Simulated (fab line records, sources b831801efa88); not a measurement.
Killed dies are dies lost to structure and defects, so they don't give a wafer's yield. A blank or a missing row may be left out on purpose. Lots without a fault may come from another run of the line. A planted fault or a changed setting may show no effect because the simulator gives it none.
A struck lot beside a sound one | flow sky130 | 15 steps out of a route of 708
Sound: wafers L228.1, L228.2, L228.4. Struck: wafers L232.1, L232.2, L232.3. The cause comes at the end.
At each step with rows: each side's tool, then ch and its chambers, then its first start. Under that, the readings that differ: sound wafers | struck wafers | difference of the means | sigmas: that difference in standard deviations of wafers without a fault.
alike: readings whose means differ by less than 2 such deviations, and words and numbers that are the same on both sides. not compared: withheld readings, readings that some wafer has no value for, bounds like >300 that may hide the same value, and numbers for which the record gives no deviation and whose values overlap.
The two part at a step that has a row with sigmas, a row that says differs or no value, or rows on one side only. Numbers that don't overlap but have no deviation are shown without sigmas and don't part them. A reading that every wafer of one side lacks parts them only if that side has two wafers or more.

SKY_METAL1_DESCUM_17: chemistry O2, time 8 s.
  sound on rie_metal-04 ch 0,1, day 36 09:50; struck on rie_metal-02 ch 0,1, day 38 04:19
  alike: drypump_motor_current_A, oes_product_au
  not compared: rf_hours_counter_h
SKY_METAL1_ETCH_18: etches BARC in N2/H2, stops on SiO2, time 45.9 s, target depth 60 nm.
  sound on rie_metal-04 ch 0,1, day 36 09:52; struck on rie_metal-02 ch 0,1, day 38 04:22
  alike: drypump_motor_current_A, oes_product_au, throttle_valve_pct
  not compared: rf_hours_counter_h
SKY_METAL1_METAL_ETCH_19: etches the open film in Cl2/BCl3, stops on SiO2, target depth 360 nm, time 78 s.
  sound on rie_metal-04 ch 0,1, day 36 09:56; struck on rie_metal-02 ch 0,1, day 38 04:25
  alike: bcl3_flow_sccm, drypump_motor_current_A, oes_product_au, throttle_valve_pct
  not compared: rf_hours_counter_h
SKY_METAL1_STRIP_20: strips in O2/N2.
  sound on plasma_asher-03 ch 0,1, day 36 10:01; struck on plasma_asher-04 ch 0,1, day 38 04:31
  alike: drypump_motor_current_A, oes_product_au, strip_time_to_endpoint_s
  not compared: rf_hours_counter_h
then, 4 steps without rows for these wafers: SKY_METAL1_STRIP_21 (strips in post etch residue remover, time 1200 s); SKY_METAL1_CLEAN_22 (cleans in IPA, time 180 s); SKY_METAL1_CLEAN_23 (cleans in O3/DIW); SKY_VIA1_HDPCVD_00 (deposits SiO2, target thk 1030 nm, time 171.7 s).
SKY_VIA1_THK_MEAS_01:
  sound on film_metro-03, day 36 10:44; struck on film_metro-04, day 38 05:13
  alike: VIA1_HDPCVD_THK
SKY_VIA1_CMP_02: polishes SiO2.
  sound on cmp-01 ch 0,1,3, day 36 10:50; struck on cmp-02 ch 0,2,3, day 38 05:16
  alike: motor_current_A, platen_rpm, slurry_filter_dp_kPa
SKY_VIA1_BOW_MEAS_03:
  sound on film_metro-04, day 36 11:05; struck on film_metro-04, day 38 05:34
  alike: VIA1_BOW
then, 1 step without rows for these wafers: SKY_VIA1_DEHYDRATE_04 (time 60 s).
SKY_VIA1_HMDS_05: prime time 60 s.
  sound on litho_track-02 ch 0, day 36 22:58; struck on litho_track-02 ch 0, day 38 18:01
  reading          | sound                | struck               | difference | sigmas
  prime_temp_c (C) | 120.04 119.88 119.83 | 123.12 123.01 122.96 | +3.11      | +24
then, 2 steps without rows for these wafers: SKY_VIA1_COAT_06 (resist thk 60 nm); SKY_PAD_OPEN_PROBE_99.

WHERE THEY PART
Only at SKY_VIA1_HMDS_05, within this record.

WHY: what the simulator had put in
Process parameter drift: litho_track-02, from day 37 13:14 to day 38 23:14, at SKY_VIA1_HMDS_05. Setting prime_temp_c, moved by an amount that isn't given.
